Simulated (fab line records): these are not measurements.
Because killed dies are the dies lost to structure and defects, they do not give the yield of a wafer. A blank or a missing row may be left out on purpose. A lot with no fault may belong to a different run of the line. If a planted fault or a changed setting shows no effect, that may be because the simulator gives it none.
Struck lot and sound lot, side by side    flow sfq-line    14 steps out of a route of 325
Sound: the wafers L488.2, L488.4, L488.6. Struck: wafer L493.5 (L493.1, L493.2, from the same lot, were not struck and are left out); the cause is given at the end.
Order at every step that has rows: each side's tool, ch and its chambers, its first start. Under that, the readings that differ: sound wafers    struck wafers    difference of the means    sigmas: that difference in standard deviations of wafers without a fault.
alike: readings with means less than 2 such deviations apart, plus words and numbers identical on both sides. not compared: withheld readings, readings lacking a value on some wafer, bounds such as >300 that could conceal the same value, and numbers that have no deviation in the record and whose values overlap.
Wherever a step has rows on one side only, a row that says differs or no value, or a row with sigmas, the two part there. When numbers do not overlap yet have no deviation, they are printed without sigmas and do not part them. A reading that every wafer of one side lacks parts them only if that side has two wafers or more.

SFQ_TRILAYER_I5_BARC_OPEN_VIA_ETCH_200: etches BARC in O2, target depth 125 nm, time 41.7 s.
  sound on rie-diel-03 ch 0,1,2, day 68 15:02; struck on rie-diel-01 ch 3, day 69 18:11
  alike: bias-w, drypump-motor-current-A, oes-product-au
  not compared: rf-hours-counter-h
SFQ_TRILAYER_I5_ETCH_VIA_ETCH_147: etches the open film in CHF3, stops on Nb, target depth 360 nm.
  sound on rie-diel-03 ch 0,1,2, day 68 15:04; struck on rie-diel-01 ch 3, day 69 18:13
  alike: bias-w, drypump-motor-current-A, oes-product-au
SFQ_TRILAYER_I5_STRIP_STRIP_148: strips in O2.
  sound on rie-metal-03 ch 0, day 68 15:13; struck on rie-metal-02 ch 0, day 69 18:22
  alike: drypump-motor-current-A, oes-product-au
  not compared: rf-hours-counter-h
then, 7 steps without rows for these wafers: SFQ_TRILAYER_I5_STRIP_SOLV_CLEAN_149 (cleans in NMP, time 600 s); SFQ_TRILAYER_C5_LITHO_COAT_156 (resist thk 62 nm); SFQ_TRILAYER_C5_LITHO_COAT_151 (resist thk 650 nm); SFQ_TRILAYER_C5_LITHO_SOFTBAKE_155; SFQ_TRILAYER_C5_LITHO_EXPOSE_152 (exposes mask C5, target cd 500 nm); SFQ_TRILAYER_C5_LITHO_PEB_154 (peb time 60 s); SFQ_TRILAYER_C5_LITHO_DEVELOP_153 (time 60 s).
SFQ_C5_OVL_MEAS_937:
  sound on overlay-02, day 69 14:33; struck on overlay-02, day 70 19:21
reading      sound       struck  difference  sigmas
C5_OVL (nm)  -10 -13 -9  2       +13         +2
SFQ_TRILAYER_C5_BARC_OPEN_VIA_ETCH_210: etches BARC in O2, target depth 125 nm, time 41.7 s.
  sound on rie-diel-01 ch 1,2,3, day 69 14:35; struck on rie-diel-03 ch 2, day 70 19:23
  alike: bias-w, drypump-motor-current-A, oes-product-au
  not compared: rf-hours-counter-h
SFQ_TRILAYER_C5_ETCH_VIA_ETCH_154: etches SiO2 in CHF3, stops on Nb, target depth 84 nm.
  sound on rie-diel-01 ch 1,2,3, day 69 14:37; struck on rie-diel-03 ch 2, day 70 19:25
reading                sound              struck  difference  sigmas
bias-w (W)             80.01 79.99 80.12  70.37   -9.67       -37
oes-product-au (a.u.)  0.878 0.889 0.898  0.906   +0.018      +2
  alike: drypump-motor-current-A
SFQ_TRILAYER_C5_STRIP_STRIP_155: strips in O2.
  sound on rie-metal-03 ch 0, day 69 14:40; struck on rie-metal-03 ch 0, day 70 19:28
  alike: drypump-motor-current-A, oes-product-au
  not compared: rf-hours-counter-h

WHERE THEY PART
At SFQ_C5_OVL_MEAS_937 first; at SFQ_TRILAYER_C5_ETCH_VIA_ETCH_154 last (within this record only). Later steps at which nothing parts them and some readings are alike: SFQ_TRILAYER_C5_STRIP_STRIP_155.

WHY: whatever the simulator had introduced
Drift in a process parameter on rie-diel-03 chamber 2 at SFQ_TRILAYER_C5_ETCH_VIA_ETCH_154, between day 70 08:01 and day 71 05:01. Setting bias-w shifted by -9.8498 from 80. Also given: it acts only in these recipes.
